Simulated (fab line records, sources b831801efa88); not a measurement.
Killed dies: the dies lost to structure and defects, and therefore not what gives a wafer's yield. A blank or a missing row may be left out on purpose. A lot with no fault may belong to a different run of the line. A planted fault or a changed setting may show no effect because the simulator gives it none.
A lot that was struck, set against a sound lot + flow sky130 + 44 steps out of a route of 708
Sound: the wafers L463.1, L463.3, L463.5. Struck: wafers L473.1, L473.4. (L473.5 of the same lot was not struck and is left out.) The cause comes at the end.
At each step with rows: each side's tool, then ch and its chambers, then its first start. Under that, the readings that differ: sound wafers + struck wafers + difference of the means + sigmas: that difference in standard deviations of wafers without a fault.
alike: a reading whose means differ by less than 2 such deviations, as well as words and numbers matching on both sides. not compared: withheld readings; readings where some wafer has no value; bounds like >300 that might hide an equal value; numbers whose values overlap and for which the record gives no deviation.
A row with sigmas, a row that says differs or no value, or rows on one side alone: a step with any of these is where the two part. Non-overlapping numbers with no deviation appear without sigmas and do not part them. A reading that every wafer of one side lacks parts them only if that side has two wafers or more.

first, 3 steps without rows for these wafers: SKY_VIA4_STRIP_14 (strips in post etch residue remover, time 1200 s); SKY_VIA4_CLEAN_15 (cleans in IPA, time 180 s); SKY_VIA4_CLEAN_16 (cleans in O3/DIW).
SKY_VIA4_SPUTTER_17: material TiN, target thk 20 nm, time 80 s.
  sound on pvd-sputter-03 at day 44 08:20; struck on pvd-sputter-03 at day 46 20:53
  alike: cathode-dc-power-W, throttle-valve-pct
SKY_VIA4_CVD_18: deposits W, target thk 505 nm, time 152.14 s.
  sound on cvd-w-01 ch 1, day 44 08:23; struck on cvd-w-02 ch 0, day 46 20:57
  alike: heater-power-w
SKY_VIA4_RS_MEAS_19: a four-point-probe measurement.
  sound on film-metro-02 at day 44 08:32; struck on film-metro-03 at day 46 21:06
  alike: VIA4_W_RS
SKY_VIA4_THK_MEAS_20: measures by xrf.
  sound on film-metro-02 at day 44 08:40; struck on film-metro-03 at day 46 21:13
  alike: VIA4_W_THK
then, 4 steps without rows for these wafers: SKY_VIA4_CMP_21 (polishes, stops on SiO2, t overpolish 25 s, target thk 0 nm); SKY_METAL5_SPUTTER_00 (material Ti, target thk 15 nm, time 10 s); SKY_METAL5_SPUTTER_01 (material TiN, target thk 20 nm, time 16.7 s); SKY_METAL5_SPUTTER_02 (material AlCu, target thk 1150 nm, time 61.2 s).
SKY_METAL5_SPUTTER_03: material Ti, target thk 5 nm, time 3.3 s.
  sound on pvd-sputter-04 at day 44 09:13; struck on pvd-sputter-04 at day 46 22:14
  alike: cathode-dc-power-W, throttle-valve-pct
SKY_METAL5_SPUTTER_04: material TiN, target thk 70 nm, time 58.3 s.
  sound on pvd-sputter-04 at day 44 09:15; struck on pvd-sputter-04 at day 46 22:16
| reading                                    | sound             | struck      | difference | sigmas |
|--------------------------------------------|-------------------|-------------|------------|--------|
| model.TiN_of_METAL5_SPUTTER_04.thk-nm (nm) | 70.69 70.72 70.97 | 52.13 52.51 | -18.47     |        |
  alike: cathode-dc-power-W, throttle-valve-pct
SKY_METAL5_RS_MEAS_05: a four-point-probe measurement.
  sound on film-metro-01 at day 44 09:21; struck on film-metro-04 at day 46 22:19
  alike: METAL5_ALCU_RS
SKY_METAL5_THK_MEAS_06: measures by xrf.
  sound on film-metro-01 at day 44 09:28; struck on film-metro-04 at day 46 22:26
| reading              | sound          | struck    | difference | sigmas |
|----------------------|----------------|-----------|------------|--------|
| METAL5_ALCU_THK (nm) | 1156 1156 1146 | 1189 1200 | +42        | +3     |
then, 7 steps without rows for these wafers: SKY_METAL5_DEHYDRATE_07 (time 60 s); SKY_METAL5_HMDS_08 (prime time 60 s); SKY_METAL5_COAT_09 (resist thk 1800 nm); SKY_METAL5_SOFTBAKE_10 (time 60 s); SKY_METAL5_EXPOSE_11 (exposes mask MM5, target cd 1600 nm); SKY_METAL5_PEB_12; SKY_METAL5_DEVELOP_13 (develop time 60 s).
SKY_METAL5_DESCUM_14: chemistry O2, time 11 s.
  sound on rie-metal-04 ch 0,1, day 45 07:09; struck on rie-metal-01 ch 0, day 47 18:13
  alike: drypump-motor-current-A, he-backside-leak-sccm, oes-product-au
  not compared: rf-hours-counter-h
then, 2 steps without rows for these wafers: SKY_METAL5_METAL_ETCH_15 (etches the open film in Cl2/BCl3, stops on SiO2, target depth 1260 nm, time 252 s); SKY_METAL5_STRIP_16 (strips in O2/N2).
SKY_METAL5_STRIP_17: strips in post etch residue remover, time 1200 s.
  sound on wet-bench-02 ch 0, day 45 07:31; struck on wet-bench-01 ch 2, day 47 18:37
| reading                                    | sound            | struck      | difference | sigmas |
|--------------------------------------------|------------------|-------------|------------|--------|
| model.TiN_of_METAL5_SPUTTER_04.thk-nm (nm) | 70.27 70.3 70.54 | 51.71 52.09 | -18.47     |        |
then, 3 steps without rows for these wafers: SKY_METAL5_CLEAN_18 (cleans in IPA, time 180 s); SKY_METAL5_CLEAN_19 (cleans in O3/DIW); SKY_PASSIVATION_CVD_00 (deposits SiO2, target thk 90 nm).
SKY_PASSIVATION_THK_MEAS_01:
  sound on film-metro-01 at day 45 08:04; struck on film-metro-02 at day 47 19:08
  alike: PASSIVATION_CVD_00_THK
SKY_PASSIVATION_CVD_02: deposits Si3N4, target thk 540 nm.
  sound on pecvd-03 ch 0,1, day 45 08:08; struck on pecvd-04 ch 0, day 47 19:12
  alike: heater-power-w
SKY_PASSIVATION_THK_MEAS_03:
  sound on film-metro-01 at day 45 08:21; struck on film-metro-02 at day 47 19:25
  alike: PASSIVATION_CVD_02_THK
then, 7 steps without rows for these wafers: SKY_PASSIVATION_DEHYDRATE_04 (time 60 s); SKY_PASSIVATION_HMDS_05 (prime time 60 s); SKY_PASSIVATION_COAT_06 (resist thk 3000 nm); SKY_PASSIVATION_SOFTBAKE_07; SKY_PASSIVATION_EXPOSE_08 (exposes mask NSM, target cd 3000 nm); SKY_PASSIVATION_PEB_09; SKY_PASSIVATION_DEVELOP_10 (develop time 60 s).
SKY_PASSIVATION_ETCH_11: etches the open film in CF4/O2, stops on AlCu, target depth 725 nm, time 161.1 s.
  sound on rie-diel-04 ch 2,3, day 46 04:30; struck on rie-diel-01 ch 0,1, day 48 14:15
| reading                                 | sound             | struck      | difference | sigmas |
|-----------------------------------------|-------------------|-------------|------------|--------|
| oes-product-au (a.u.)                   | 0.977 0.974 0.987 | 0.958 0.956 | -0.022     | -3     |
| model.PASSIVATION.feature-depth-nm (nm) | 701.3 706.3 705.7 | 675.1 679.6 | -27.1      |        |
  alike: drypump-motor-current-A, throttle-valve-pct
  not compared: rf-hours-counter-h
then, 2 steps without rows for these wafers: SKY_PASSIVATION_STRIP_12 (strips in O2/N2); SKY_PAD_OPEN_DEHYDRATE_00 (time 60 s).
SKY_PAD_OPEN_ETCH_07: etches the open film in CF4/O2, stops on AlCu, target depth 725 nm, time 161.1 s.
  sound on rie-diel-03 ch 0,1,3, day 47 00:54; struck on rie-diel-02 ch 0,3, day 49 08:28
| reading                              | sound             | struck      | difference | sigmas |
|--------------------------------------|-------------------|-------------|------------|--------|
| oes-product-au (a.u.)                | 0.979 0.984 0.989 | 0.951 0.969 | -0.024     | -3     |
| model.PAD_OPEN.feature-depth-nm (nm) | 701.3 706.3 705.7 | 675.1 679.6 | -27.1      |        |
  alike: drypump-motor-current-A, throttle-valve-pct
  not compared: rf-hours-counter-h
SKY_PAD_OPEN_PROBE_99:
  sound on prober-01 at day 47 03:13; struck on prober-01 at day 49 10:47
  alike: defect-limited-yield, killed_at_M0_to_M3, killed_at_M4_up, killed-at-contacts, killed-at-front-end, killed-at-other, killed-dies, killed-open, killed-short, sort_bin_3_pad_short, sort_bin_5_function, sort_bin_6_memory, sort-n-pass, sort-yield-pct

WHERE THEY PART
Earliest at SKY_METAL5_THK_MEAS_06; latest, in this record, at SKY_PAD_OPEN_ETCH_07. Later steps at which nothing parts them and some readings are alike: SKY_PAD_OPEN_PROBE_99.

WHY: the cause the simulator had injected
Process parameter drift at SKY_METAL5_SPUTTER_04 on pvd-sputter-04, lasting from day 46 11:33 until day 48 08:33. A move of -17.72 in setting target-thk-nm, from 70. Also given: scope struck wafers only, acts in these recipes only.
